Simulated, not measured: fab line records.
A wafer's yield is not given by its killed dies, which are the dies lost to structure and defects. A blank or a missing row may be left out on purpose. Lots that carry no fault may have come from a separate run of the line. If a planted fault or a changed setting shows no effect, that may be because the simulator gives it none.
fab line records / flow sfq_line / part 2 of 2: steps 27 to 36 of 36
[record] lots = 5 wafers = 15 last_day = 84
route steps=325 shown I6@272 M7@281 I7@296
lots with no fault: from the same line, run without faults
start_h: hours from the record's first day to the start of the lot's first wafer shown / wait_h: hours since the lot's step before / " repeats the value in the row above / L1.1+2: one row covering several wafers at once / - value missing, or start not given / * or withheld: withheld / < > ~ a bound
route shown NAME@n: names a module that has steps shown in the file, with the first one's number in the route / usual: mean/standard deviation taken from wafers without a fault / same: alike in all rows / chamber/n: place in a boat / sites: per-site readings / _std_site: the values' standard deviation / _edge_site: outer sites' mean less inner sites' / radius_mm: how far each site lies from the wafer's centre / mask NAME#n: copy n / behind: the most recent tool/chamber to have shaped the wafer / hold: what put the lot on hold/how long, in hours/how the hold closed / device: transistor that didn't switch, given as n, p or np / end of line: tests run on the same wafers once the route is complete / a step without rows: its recipe alone / killed: count of dies lost to structure and defects at first sort (not the wafer's yield) / map: shows each die of a wafer: x if killed, . if not, _ if none is there
set.NAME: the setting the step ran with; set.NAME@STEP: the setting that earlier step ran with / model.NAME: the simulator's own value behind a step, which no gauge read
certain route steps with their lots: each step a table, each wafer a row
services: a tool's chamber out of use, with start hour (start_h, from the record's first day; less than 0 if before it), hours out, and reason
[[steps]]
[step SFQ_TRILAYER_I7_METRO_MEASURE_185]
[usual] thk_nm = 200.0/1.2
lot.wafer=L079.1 tool=film_metro-02 chamber=- start_h=1698.38 wait_h=0.1 thk_nm=199.2
lot.wafer=L079.3 tool=film_metro-02 chamber=- start_h=1698.38 wait_h=0.1 thk_nm=199.6
lot.wafer=L079.6 tool=film_metro-02 chamber=- start_h=1698.38 wait_h=0.1 thk_nm=198.7
lot.wafer=L081.3 tool=film_metro-04 chamber=- start_h=1706.85 wait_h=0.5 thk_nm=199.0
lot.wafer=L081.4 tool=film_metro-04 chamber=- start_h=1706.85 wait_h=0.5 thk_nm=200.3
lot.wafer=L081.6 tool=film_metro-04 chamber=- start_h=1706.85 wait_h=0.5 thk_nm=198.7
lot.wafer=L084.1 tool=film_metro-02 chamber=- start_h=1833.31 wait_h=0.1 thk_nm=200.2
lot.wafer=L084.3 tool=film_metro-02 chamber=- start_h=1833.31 wait_h=0.1 thk_nm=200.5
lot.wafer=L084.4 tool=film_metro-02 chamber=- start_h=1833.31 wait_h=0.1 thk_nm=200.9
lot.wafer=L089.1 tool=film_metro-03 chamber=- start_h=1864.21 wait_h=0.1 thk_nm=199.6
lot.wafer=L089.2 tool=film_metro-03 chamber=- start_h=1864.21 wait_h=0.1 thk_nm=200.7
lot.wafer=L089.5 tool=film_metro-03 chamber=- start_h=1864.21 wait_h=0.1 thk_nm=200.5
lot.wafer=L096.1 tool=film_metro-04 chamber=- start_h=1935.91 wait_h=0.1 thk_nm=201.3
lot.wafer=L096.4 tool=film_metro-04 chamber=- start_h=1935.91 wait_h=0.1 thk_nm=201.8
lot.wafer=L096.6 tool=film_metro-04 chamber=- start_h=1935.91 wait_h=0.1 thk_nm=202.4
[step SFQ_TRILAYER_I7_VIA_LITHO_COAT_192]
[recipe] resist = BARC spin_rpm = 3000 resist_thk_nm = 62
[usual] dispense_pressure_kPa = 51.4/1 spin_speed_rpm = 2999.9/2
lot.wafer=L079.1 tool=litho_track-01 chamber=0 start_h=1699.58 wait_h=1.0 dispense_pressure_kPa=51.6 spin_speed_rpm=3000.7
lot.wafer=L079.3 tool=litho_track-01 chamber=0 start_h=1699.58 wait_h=1.0 dispense_pressure_kPa=51.6 spin_speed_rpm=3001.5
lot.wafer=L079.6 tool=litho_track-01 chamber=0 start_h=1699.58 wait_h=1.0 dispense_pressure_kPa=51.6 spin_speed_rpm=3000.5
lot.wafer=L081.3 tool=litho_track-03 chamber=0 start_h=1707.75 wait_h=0.7 dispense_pressure_kPa=50.4 spin_speed_rpm=2998.2
lot.wafer=L081.4 tool=litho_track-03 chamber=0 start_h=1707.75 wait_h=0.7 dispense_pressure_kPa=50.4 spin_speed_rpm=2998.6
lot.wafer=L081.6 tool=litho_track-03 chamber=0 start_h=1707.75 wait_h=0.7 dispense_pressure_kPa=50.4 spin_speed_rpm=3001.6
lot.wafer=L084.1 tool=litho_track-01 chamber=0 start_h=1834.51 wait_h=1.0 dispense_pressure_kPa=51.6 spin_speed_rpm=2996.2
lot.wafer=L084.3 tool=litho_track-01 chamber=0 start_h=1834.51 wait_h=1.0 dispense_pressure_kPa=51.6 spin_speed_rpm=3001.3
lot.wafer=L084.4 tool=litho_track-01 chamber=0 start_h=1834.51 wait_h=1.0 dispense_pressure_kPa=51.7 spin_speed_rpm=3003.4
lot.wafer=L089.1 tool=litho_track-02 chamber=0 start_h=1865.41 wait_h=1.0 dispense_pressure_kPa=53.3 spin_speed_rpm=2998.4
lot.wafer=L089.2 tool=litho_track-02 chamber=0 start_h=1865.41 wait_h=1.0 dispense_pressure_kPa=53.3 spin_speed_rpm=2996.9
lot.wafer=L089.5 tool=litho_track-02 chamber=0 start_h=1865.41 wait_h=1.0 dispense_pressure_kPa=53.3 spin_speed_rpm=3000.1
lot.wafer=L096.1 tool=litho_track-01 chamber=0 start_h=1937.11 wait_h=1.0 dispense_pressure_kPa=51.6 spin_speed_rpm=2997.0
lot.wafer=L096.4 tool=litho_track-01 chamber=0 start_h=1937.11 wait_h=1.0 dispense_pressure_kPa=51.6 spin_speed_rpm=3002.2
lot.wafer=L096.6 tool=litho_track-01 chamber=0 start_h=1937.11 wait_h=1.0 dispense_pressure_kPa=51.6 spin_speed_rpm=3001.0
[step SFQ_TRILAYER_I7_VIA_LITHO_COAT_187]
[recipe] resist = KrF spin_rpm = 3000 resist_thk_nm = 650
[usual] dispense_pressure_kPa = 51.4/1 spin_speed_rpm = 3000.0/2
lot.wafer=L079.1 tool=litho_track-01 chamber=0 start_h=1699.88 wait_h=0.2 dispense_pressure_kPa=51.7 spin_speed_rpm=2999.0
lot.wafer=L079.3 tool=litho_track-01 chamber=0 start_h=1699.88 wait_h=0.2 dispense_pressure_kPa=51.6 spin_speed_rpm=2997.9
lot.wafer=L079.6 tool=litho_track-01 chamber=0 start_h=1699.88 wait_h=0.2 dispense_pressure_kPa=51.6 spin_speed_rpm=3000.9
lot.wafer=L081.3 tool=litho_track-03 chamber=0 start_h=1708.05 wait_h=0.2 dispense_pressure_kPa=50.4 spin_speed_rpm=2998.8
lot.wafer=L081.4 tool=litho_track-03 chamber=0 start_h=1708.05 wait_h=0.2 dispense_pressure_kPa=50.4 spin_speed_rpm=3002.6
lot.wafer=L081.6 tool=litho_track-03 chamber=0 start_h=1708.05 wait_h=0.2 dispense_pressure_kPa=50.4 spin_speed_rpm=2998.6
lot.wafer=L084.1 tool=litho_track-01 chamber=0 start_h=1834.81 wait_h=0.2 dispense_pressure_kPa=51.6 spin_speed_rpm=2999.3
lot.wafer=L084.3 tool=litho_track-01 chamber=0 start_h=1834.81 wait_h=0.2 dispense_pressure_kPa=51.6 spin_speed_rpm=3002.8
lot.wafer=L084.4 tool=litho_track-01 chamber=0 start_h=1834.81 wait_h=0.2 dispense_pressure_kPa=51.6 spin_speed_rpm=3002.6
lot.wafer=L089.1 tool=litho_track-02 chamber=0 start_h=1865.71 wait_h=0.2 dispense_pressure_kPa=53.3 spin_speed_rpm=3001.9
lot.wafer=L089.2 tool=litho_track-02 chamber=0 start_h=1865.71 wait_h=0.2 dispense_pressure_kPa=53.3 spin_speed_rpm=3003.6
lot.wafer=L089.5 tool=litho_track-02 chamber=0 start_h=1865.71 wait_h=0.2 dispense_pressure_kPa=53.3 spin_speed_rpm=3001.5
lot.wafer=L096.1 tool=litho_track-01 chamber=0 start_h=1937.41 wait_h=0.2 dispense_pressure_kPa=51.7 spin_speed_rpm=3004.6
lot.wafer=L096.4 tool=litho_track-01 chamber=0 start_h=1937.41 wait_h=0.2 dispense_pressure_kPa=51.6 spin_speed_rpm=3000.3
lot.wafer=L096.6 tool=litho_track-01 chamber=0 start_h=1937.41 wait_h=0.2 dispense_pressure_kPa=51.6 spin_speed_rpm=3001.5
[step SFQ_TRILAYER_I7_VIA_LITHO_SOFTBAKE_191]
[recipe] temp_c = withheld time_s = withheld resist = KrF
lot.wafer=L079.1+3+6 tool=litho_track-01 chamber=0 start_h=1700.18 wait_h=0.2
lot.wafer=L081.3+4+6 tool=litho_track-03 chamber=0 start_h=1708.30 wait_h=0.2
lot.wafer=L084.1+3+4 tool=litho_track-01 chamber=0 start_h=1835.11 wait_h=0.2
lot.wafer=L089.1+2+5 tool=litho_track-02 chamber=0 start_h=1866.01 wait_h=0.2
lot.wafer=L096.1+4+6 tool=litho_track-01 chamber=0 start_h=1937.71 wait_h=0.2
[step SFQ_TRILAYER_I7_VIA_LITHO_EXPOSE_188]
[recipe] mask_id = I7 na = 0.6 source_shape = conventional sigma_outer = 0.65 target_cd_nm = 1000 dose_mj = 21.3
lot.wafer=L079.1+3+6 tool=krf_scanner-02 chamber=0 start_h=1701.34 wait_h=- mask=I7#0
lot.wafer=L081.3+4+6 tool=krf_scanner-02 chamber=0 start_h=1708.80 wait_h=- mask=I7#0
lot.wafer=L084.1+3+4 tool=krf_scanner-02 chamber=0 start_h=1835.38 wait_h=- mask=I7#0
lot.wafer=L089.1+2+5 tool=krf_scanner-02 chamber=0 start_h=1866.16 wait_h=- mask=I7#0
lot.wafer=L096.1+4+6 tool=krf_scanner-01 chamber=0 start_h=1939.66 wait_h=- mask=I7#0
[step SFQ_TRILAYER_I7_VIA_LITHO_PEB_190]
[recipe] peb_temp_c = 115 peb_time_s = 60 resist = KrF
lot.wafer=L079.1+3+6 tool=litho_track-03 chamber=0 start_h=1702.54 wait_h=1.0
lot.wafer=L081.3+4+6 tool=litho_track-03 chamber=0 start_h=1709.65 wait_h=0.7
lot.wafer=L084.1+3+4 tool=litho_track-03 chamber=0 start_h=1836.58 wait_h=1.0
lot.wafer=L089.1+2+5 tool=litho_track-01 chamber=0 start_h=1867.36 wait_h=1.0
lot.wafer=L096.1+4+6 tool=litho_track-01 chamber=0 start_h=1940.86 wait_h=1.0
[step SFQ_TRILAYER_I7_VIA_LITHO_DEVELOP_189]
[recipe] time_s = 60 resist = KrF
lot.wafer=L079.1+3+6 tool=litho_track-03 chamber=0 start_h=1702.69 wait_h=0.1
lot.wafer=L081.3+4+6 tool=litho_track-03 chamber=0 start_h=1709.80 wait_h=0.1
lot.wafer=L084.1+3+4 tool=litho_track-03 chamber=0 start_h=1836.73 wait_h=0.1
lot.wafer=L089.1+2+5 tool=litho_track-01 chamber=0 start_h=1867.51 wait_h=0.1
lot.wafer=L096.1+4+6 tool=litho_track-01 chamber=0 start_h=1941.01 wait_h=0.1
[step SFQ_I7_OVL_MEAS_947]
[usual] I7_OVL = 1/4.7
lot.wafer=L079.1 tool=overlay-02 chamber=- start_h=1702.84 wait_h=0.1 I7_OVL[nm]=-2
lot.wafer=L079.3 tool=overlay-02 chamber=- start_h=1702.84 wait_h=0.1 I7_OVL[nm]=-4
lot.wafer=L079.6 tool=overlay-02 chamber=- start_h=1702.84 wait_h=0.1 I7_OVL[nm]=-3
lot.wafer=L081.3 tool=overlay-01 chamber=- start_h=1709.91 wait_h=0.1 I7_OVL[nm]=-2
lot.wafer=L081.4 tool=overlay-01 chamber=- start_h=1709.91 wait_h=0.1 I7_OVL[nm]=1
lot.wafer=L081.6 tool=overlay-01 chamber=- start_h=1709.91 wait_h=0.1 I7_OVL[nm]=1
lot.wafer=L084.1 tool=overlay-01 chamber=- start_h=1836.88 wait_h=0.1 I7_OVL[nm]=-4
lot.wafer=L084.3 tool=overlay-01 chamber=- start_h=1836.88 wait_h=0.1 I7_OVL[nm]=-3
lot.wafer=L084.4 tool=overlay-01 chamber=- start_h=1836.88 wait_h=0.1 I7_OVL[nm]=-4
lot.wafer=L089.1 tool=overlay-01 chamber=- start_h=1867.66 wait_h=0.1 I7_OVL[nm]=3
lot.wafer=L089.2 tool=overlay-01 chamber=- start_h=1867.66 wait_h=0.1 I7_OVL[nm]=0
lot.wafer=L089.5 tool=overlay-01 chamber=- start_h=1867.66 wait_h=0.1 I7_OVL[nm]=-2
lot.wafer=L096.1 tool=overlay-01 chamber=- start_h=1941.16 wait_h=0.1 I7_OVL[nm]=5
lot.wafer=L096.4 tool=overlay-01 chamber=- start_h=1941.16 wait_h=0.1 I7_OVL[nm]=2
lot.wafer=L096.6 tool=overlay-01 chamber=- start_h=1941.16 wait_h=0.1 I7_OVL[nm]=6
[step SFQ_TRILAYER_I7_VIA_BARC_OPEN_VIA_ETCH_260]
[recipe] mask_material = PR chemistry = O2 target_depth_nm = 125 target = BARC source_w = 500 bias_w = 80 pressure_mtorr = 30 time_s = 41.7
[usual] chamber_pressure_mTorr = 30.000/0.026 drypump_motor_current_A = 5.67/0.24 oes_product_au = 0.685/0.0047
lot.wafer=L079.1 tool=rie_diel-01 chamber=3 start_h=1702.88 wait_h=0.0 chamber_pressure_mTorr=29.966 drypump_motor_current_A=5.93 oes_product_au=0.678 rf_hours_counter_h=2
lot.wafer=L079.3 tool=rie_diel-01 chamber=1 start_h=1702.88 wait_h=0.0 chamber_pressure_mTorr=29.992 drypump_motor_current_A=5.05 oes_product_au=0.681 rf_hours_counter_h=20
lot.wafer=L079.6 tool=rie_diel-01 chamber=1 start_h=1702.88 wait_h=0.0 chamber_pressure_mTorr=29.959 drypump_motor_current_A=5.04 oes_product_au=0.676 rf_hours_counter_h=-
lot.wafer=L081.3 tool=rie_diel-04 chamber=2 start_h=1709.93 wait_h=0.0 chamber_pressure_mTorr=29.991 drypump_motor_current_A=5.77 oes_product_au=0.688 rf_hours_counter_h=0
lot.wafer=L081.4 tool=rie_diel-04 chamber=1 start_h=1709.93 wait_h=0.0 chamber_pressure_mTorr=29.980 drypump_motor_current_A=5.37 oes_product_au=0.682 rf_hours_counter_h=10
lot.wafer=L081.6 tool=rie_diel-04 chamber=0 start_h=1709.93 wait_h=0.0 chamber_pressure_mTorr=29.993 drypump_motor_current_A=5.65 oes_product_au=0.687 rf_hours_counter_h=-
lot.wafer=L084.1 tool=rie_diel-03 chamber=1 start_h=1836.92 wait_h=0.0 chamber_pressure_mTorr=29.996 drypump_motor_current_A=5.57 oes_product_au=0.681 rf_hours_counter_h=20
lot.wafer=L084.3 tool=rie_diel-03 chamber=0 start_h=1836.92 wait_h=0.0 chamber_pressure_mTorr=30.004 drypump_motor_current_A=5.44 oes_product_au=0.682 rf_hours_counter_h=18
lot.wafer=L084.4 tool=rie_diel-03 chamber=3 start_h=1836.92 wait_h=0.0 chamber_pressure_mTorr=30.011 drypump_motor_current_A=5.77 oes_product_au=0.681 rf_hours_counter_h=6
lot.wafer=L089.1 tool=rie_diel-03 chamber=3 start_h=1867.70 wait_h=0.0 chamber_pressure_mTorr=30.022 drypump_motor_current_A=5.82 oes_product_au=0.683 rf_hours_counter_h=7
lot.wafer=L089.2 tool=rie_diel-03 chamber=2 start_h=1867.70 wait_h=0.0 chamber_pressure_mTorr=30.009 drypump_motor_current_A=5.76 oes_product_au=0.684 rf_hours_counter_h=21
lot.wafer=L089.5 tool=rie_diel-03 chamber=1 start_h=1867.70 wait_h=0.0 chamber_pressure_mTorr=30.009 drypump_motor_current_A=5.65 oes_product_au=0.684 rf_hours_counter_h=-
lot.wafer=L096.1 tool=rie_diel-01 chamber=3 start_h=1941.20 wait_h=0.0 chamber_pressure_mTorr=29.964 drypump_motor_current_A=5.89 oes_product_au=0.689 rf_hours_counter_h=5
lot.wafer=L096.4 tool=rie_diel-01 chamber=0 start_h=1941.20 wait_h=0.0 chamber_pressure_mTorr=29.998 drypump_motor_current_A=6.09 oes_product_au=0.686 rf_hours_counter_h=5
lot.wafer=L096.6 tool=rie_diel-01 chamber=1 start_h=1941.20 wait_h=0.0 chamber_pressure_mTorr=29.959 drypump_motor_current_A=5.01 oes_product_au=0.690 rf_hours_counter_h=-
[step SFQ_TRILAYER_I7_VIA_ETCH_VIA_ETCH_190]
[recipe] target = SiO2 stop_on = Nb mask_material = PR taper_deg = 20 chemistry = CHF3 target_depth_nm = 260 source_w = 500 bias_w = 82.08 pressure_mtorr = 30 time_s = withheld
[usual] chamber_pressure_mTorr = 30.002/0.027 drypump_motor_current_A = 5.67/0.24 oes_product_au = 0.855/0.0053
lot.wafer=L079.1 tool=rie_diel-01 chamber=3 start_h=1702.92 wait_h=0.0 chamber_pressure_mTorr=29.976 drypump_motor_current_A=5.89 oes_product_au=0.854
lot.wafer=L079.3 tool=rie_diel-01 chamber=1 start_h=1702.92 wait_h=0.0 chamber_pressure_mTorr=29.988 drypump_motor_current_A=5.06 oes_product_au=0.854
lot.wafer=L079.6 tool=rie_diel-01 chamber=1 start_h=1702.92 wait_h=0.0 chamber_pressure_mTorr=29.999 drypump_motor_current_A=5.05 oes_product_au=0.849
lot.wafer=L081.3 tool=rie_diel-04 chamber=2 start_h=1709.97 wait_h=0.0 chamber_pressure_mTorr=29.978 drypump_motor_current_A=5.78 oes_product_au=0.855
lot.wafer=L081.4 tool=rie_diel-04 chamber=1 start_h=1709.97 wait_h=0.0 chamber_pressure_mTorr=30.011 drypump_motor_current_A=5.36 oes_product_au=0.860
lot.wafer=L081.6 tool=rie_diel-04 chamber=0 start_h=1709.97 wait_h=0.0 chamber_pressure_mTorr=29.981 drypump_motor_current_A=5.66 oes_product_au=0.853
lot.wafer=L084.1 tool=rie_diel-03 chamber=1 start_h=1836.96 wait_h=0.0 chamber_pressure_mTorr=29.996 drypump_motor_current_A=5.63 oes_product_au=0.853
lot.wafer=L084.3 tool=rie_diel-03 chamber=0 start_h=1836.96 wait_h=0.0 chamber_pressure_mTorr=30.011 drypump_motor_current_A=5.44 oes_product_au=0.861
lot.wafer=L084.4 tool=rie_diel-03 chamber=3 start_h=1836.96 wait_h=0.0 chamber_pressure_mTorr=29.997 drypump_motor_current_A=5.82 oes_product_au=0.855
lot.wafer=L089.1 tool=rie_diel-03 chamber=3 start_h=1867.74 wait_h=0.0 chamber_pressure_mTorr=30.016 drypump_motor_current_A=5.83 oes_product_au=0.859
lot.wafer=L089.2 tool=rie_diel-03 chamber=2 start_h=1867.74 wait_h=0.0 chamber_pressure_mTorr=30.045 drypump_motor_current_A=5.76 oes_product_au=0.865
lot.wafer=L089.5 tool=rie_diel-03 chamber=1 start_h=1867.74 wait_h=0.0 chamber_pressure_mTorr=30.034 drypump_motor_current_A=5.62 oes_product_au=0.855
lot.wafer=L096.1 tool=rie_diel-01 chamber=3 start_h=1941.24 wait_h=0.0 chamber_pressure_mTorr=29.986 drypump_motor_current_A=5.88 oes_product_au=0.854
lot.wafer=L096.4 tool=rie_diel-01 chamber=0 start_h=1941.24 wait_h=0.0 chamber_pressure_mTorr=30.013 drypump_motor_current_A=6.11 oes_product_au=0.855
lot.wafer=L096.6 tool=rie_diel-01 chamber=1 start_h=1941.24 wait_h=0.0 chamber_pressure_mTorr=29.974 drypump_motor_current_A=5.03 oes_product_au=0.858
[[services]]
tool=rie_metal-03 chamber=- start_h=1581.46 hours=14.6 kind=pm
tool=rie_diel-04 chamber=1 start_h=1591.04 hours=7.2 kind=repair
tool=krf_scanner-01 chamber=- start_h=1594.49 hours=0.8 kind=pm
tool=rie_diel-04 chamber=- start_h=1596.31 hours=2.8 kind=pm
tool=krf_scanner-01 chamber=- start_h=1604.34 hours=1.0 kind=pm
tool=krf_scanner-01 chamber=- start_h=1613.48 hours=1.3 kind=pm
tool=rie_diel-04 chamber=3 start_h=1650.05 hours=6.5 kind=repair
tool=rie_diel-04 chamber=- start_h=1662.88 hours=0.8 kind=repair
tool=krf_scanner-02 chamber=- start_h=1671.04 hours=0.5 kind=repair
tool=krf_scanner-02 chamber=- start_h=1685.53 hours=1.0 kind=pm
tool=krf_scanner-02 chamber=- start_h=1710.80 hours=1.3 kind=pm
tool=krf_scanner-02 chamber=- start_h=1767.69 hours=0.3 kind=repair
tool=krf_scanner-02 chamber=- start_h=1771.65 hours=0.8 kind=pm
tool=krf_scanner-02 chamber=- start_h=1782.00 hours=3.4 kind=repair
tool=krf_scanner-02 chamber=- start_h=1786.87 hours=4.0 kind=pm
tool=krf_scanner-02 chamber=- start_h=1833.58 hours=0.7 kind=repair
tool=rie_metal-02 chamber=- start_h=1844.51 hours=0.4 kind=repair
tool=krf_scanner-02 chamber=- start_h=1854.50 hours=1.0 kind=pm
tool=rie_diel-04 chamber=3 start_h=1861.62 hours=6.1 kind=repair
tool=krf_scanner-02 chamber=- start_h=1885.98 hours=1.3 kind=pm
tool=krf_scanner-02 chamber=- start_h=1911.64 hours=3.6 kind=pm
tool=rie_diel-04 chamber=1 start_h=1929.34 hours=4.0 kind=repair
tool=rie_diel-04 chamber=0 start_h=1937.78 hours=3.6 kind=repair
tool=krf_scanner-02 chamber=- start_h=1940.69 hours=0.8 kind=pm
